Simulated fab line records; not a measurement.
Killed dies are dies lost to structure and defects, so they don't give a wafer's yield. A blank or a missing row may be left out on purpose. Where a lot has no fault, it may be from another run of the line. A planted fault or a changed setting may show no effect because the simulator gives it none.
Matching of chambers	flow sky130	SKY_FIELD_ISO_ETCH_15 on rieDiel-01: 4 sister chambers
The step etches the open film in CHF3/O2, stops on Si, target depth 180 nm, time 72 s. 4 wafers are shown with their chamber, then 7 later ones without.

WAFERS PAIRED WITH THEIR CHAMBERS
wafer	chamber	drypumpMotorCurrentA (A)
L778.1	2	5.9
L778.3	0	5.6
L783.2	1	4.6
L783.3	3	5.3

WAFERS WITH NO CHAMBER GIVEN
wafer	drypumpMotorCurrentA (A)
L783.5	4.6
L784.2	5.6
L784.3	5.4
L784.5	4.7
L787.3	5.8
L787.4	5.4
L787.6	5.8

THE CHAMBER EACH PASSED THROUGH
wafer	from the rows above	in truth
L783.5	1	1
L784.2	0	0
L784.3	can't be placed: 3 or 0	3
L784.5	1	1
L787.3	can't be placed: 2 or 0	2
L787.4	can't be placed: 3 or 0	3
L787.6	can't be placed: 2 or 0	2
Placed correctly: 3 of 7. Unplaceable from these rows: 4, with the true chamber sitting among the candidates in 4. 0 placed wrongly.
How it was worked out, from the rows above alone: a wafer's distance from a chamber is the root of the sum, over the readings, of the square of ((its reading less the chamber's mean) divided by the reading's scatter). If the next closest chamber is less than 2 further off than the closest, the wafer can't be placed; otherwise it belongs to the closest. Each chamber's mean is taken over the wafers shown for it. The scatter: root of mean squared gap, hidden wafer to nearest shown wafer, with one shown wafer a chamber.
